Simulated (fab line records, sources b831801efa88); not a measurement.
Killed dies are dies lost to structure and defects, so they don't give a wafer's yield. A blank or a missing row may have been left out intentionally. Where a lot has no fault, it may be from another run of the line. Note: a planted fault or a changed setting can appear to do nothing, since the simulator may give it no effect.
Split-lot trial + flow sfq_line + route with 325 steps; 5 lots, 23 wafers read

== SPLIT DETAILS ==
At SFQ_TRILAYER_JJ_CE_LITHO_COAT_114 (resist thk 600 nm), the setting resist_thk_nm was moved away from the recipe's 600 nm on 11 of the 23 wafers read, by -4.3% to +3.8%. All remaining wafers had this setting at the recipe value.

The split's own step is where the reading is taken.

== THE READING ==
KrF_of_TRILAYER_JJ_CE_LITHO_COAT_114.thk_nm (the simulator's own value, which no gauge read), in nm, at SFQ_TRILAYER_JJ_CE_LITHO_COAT_114 (resist thk 600 nm). The file gives no usual value for it. Here, 12 wafers ran the recipe; their average is 600.3 nm with a standard deviation of 0.71 nm.

| wafer  | tool, chamber at the split | resist_thk_nm as run, nm | against the recipe | KrF_of_TRILAYER_JJ_CE_LITHO_COAT_114.thk_nm, nm | against lot-mates on the recipe |
|--------|----------------------------|--------------------------|--------------------|-------------------------------------------------|---------------------------------|
| L079.2 | litho_track-02, 0          | 600                      | recipe             | 600.7                                           | -                               |
| L079.3 | litho_track-02, 0          | 622.5                    | +3.8%              | 621.7                                           | +21.2                           |
| L079.4 | litho_track-02, 0          | 600                      | recipe             | 600.2                                           | -                               |
| L079.5 | litho_track-02, 0          | 622.5                    | +3.8%              | 621.5                                           | +21.0                           |
| L079.6 | litho_track-02, 0          | 622.5                    | +3.8%              | 623.1                                           | +22.6                           |
| L081.3 | litho_track-03, 0          | 600                      | recipe             | 599                                             | -                               |
| L081.5 | litho_track-03, 0          | 600                      | recipe             | 601.3                                           | -                               |
| L081.6 | litho_track-03, 0          | 600                      | recipe             | 599.8                                           | -                               |
| L083.1 | litho_track-04, 0          | 579.2                    | -3.5%              | 580.4                                           | -20.1                           |
| L083.2 | litho_track-04, 0          | 579.2                    | -3.5%              | 579.8                                           | -20.7                           |
| L083.4 | litho_track-04, 0          | 600                      | recipe             | 601.2                                           | -                               |
| L083.5 | litho_track-04, 0          | 600                      | recipe             | 600.6                                           | -                               |
| L083.6 | litho_track-04, 0          | 600                      | recipe             | 599.6                                           | -                               |
| L084.1 | litho_track-02, 0          | 581.7                    | -3.0%              | 581.6                                           | -18.0                           |
| L084.2 | litho_track-02, 0          | 581.7                    | -3.0%              | 580.9                                           | -18.8                           |
| L084.3 | litho_track-02, 0          | 600                      | recipe             | 599.4                                           | -                               |
| L084.4 | litho_track-02, 0          | 581.7                    | -3.0%              | 581.8                                           | -17.9                           |
| L084.6 | litho_track-02, 0          | 600                      | recipe             | 599.9                                           | -                               |
| L085.1 | litho_track-04, 0          | 574.2                    | -4.3%              | 573.9                                           | -26.9                           |
| L085.2 | litho_track-04, 0          | 600                      | recipe             | 600.7                                           | -                               |
| L085.3 | litho_track-04, 0          | 574.2                    | -4.3%              | 576.2                                           | -24.6                           |
| L085.4 | litho_track-04, 0          | 574.2                    | -4.3%              | 573.3                                           | -27.5                           |
| L085.5 | litho_track-04, 0          | 600                      | recipe             | 600.9                                           | -                               |

THE FIT
A straight line over all 23 wafers: KrF_of_TRILAYER_JJ_CE_LITHO_COAT_114.thk_nm changes by +5.94 nm for each +1% of resist_thk_nm; r = +1.00; the points scatter about the line by 0.85 nm.
The same after taking each lot's own level away (the mean of its wafers on the recipe; 23 wafers): +5.94 nm for each +1%; r = +1.00; scatter 0.8 nm.
That fit puts the effect of the largest move of resist_thk_nm on the reading at 26 nm.
The lots' own levels span 599.65 to 600.80 nm, that is 1.6 times the standard deviation above.
The two slopes are in agreement: the lot-to-lot level therefore moves the slope only a little.
Check: with one of the wafers moved furthest among these (-4.3%) left out of the fit, the line predicts -25.5 nm for it against its lot-mates. It came out at -26.9 nm against them.

== OTHER SPLITS ON THESE WAFERS ==
Other splits were also applied to these wafers ahead of the reading. Each is held against what the fit with the lots' levels taken away leaves over:
| other split on the same wafers                            | wafers away from the commonest value | r with KrF_of_TRILAYER_JJ_CE_LITHO_COAT_114.thk_nm (lot level and that fit taken away) |
|-----------------------------------------------------------|--------------------------------------|----------------------------------------------------------------------------------------|
| SFQ_TRILAYER_I1_VIA_LITHO_COAT_049 resist_thk_nm          | 11                                   | -0.24                                                                                  |
| SFQ_TRILAYER_M2_LITHO_COAT_062 spin_rpm                   | 5                                    | -0.07                                                                                  |
| SFQ_TRILAYER_M2_BARC_OPEN_METAL_ETCH_077 time_s           | 9                                    | +0.15                                                                                  |
| SFQ_TRILAYER_I2_VIA_LITHO_COAT_067 resist_thk_nm          | 5                                    | -0.01                                                                                  |
| SFQ_TRILAYER_I2_VIA_ETCH_VIA_ETCH_070 source_w            | 5                                    | +0.10                                                                                  |
| SFQ_TRILAYER_I3_CMP_CMP_082 leave_above_ref_nm            | 11                                   | -0.10                                                                                  |
| SFQ_TRILAYER_I3_VIA_LITHO_EXPOSE_086 dose_mj              | 7                                    | -0.14                                                                                  |
| SFQ_TRILAYER_I3_VIA_BARC_OPEN_VIA_ETCH_121 pressure_mtorr | 18                                   | +0.27                                                                                  |
| SFQ_TRILAYER_M4_LITHO_COAT_098 spin_rpm                   | 10                                   | +0.18                                                                                  |
| SFQ_TRILAYER_M4_BARC_OPEN_METAL_ETCH_123 icp_w            | 9                                    | +0.00                                                                                  |
| SFQ_TRILAYER_I4_VIA_LITHO_COAT_103 spin_rpm               | 6                                    | +0.17                                                                                  |
| SFQ_TRILAYER_JJ_TRILAYER_DEP_SPUTTER_110 time_s           | 8                                    | +0.15                                                                                  |

== THE FILE'S OWN FIT ==
KrF_of_TRILAYER_JJ_CE_LITHO_COAT_114.thk_nm changes by +5.95 nm for each +1% of resist_thk_nm, r = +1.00.
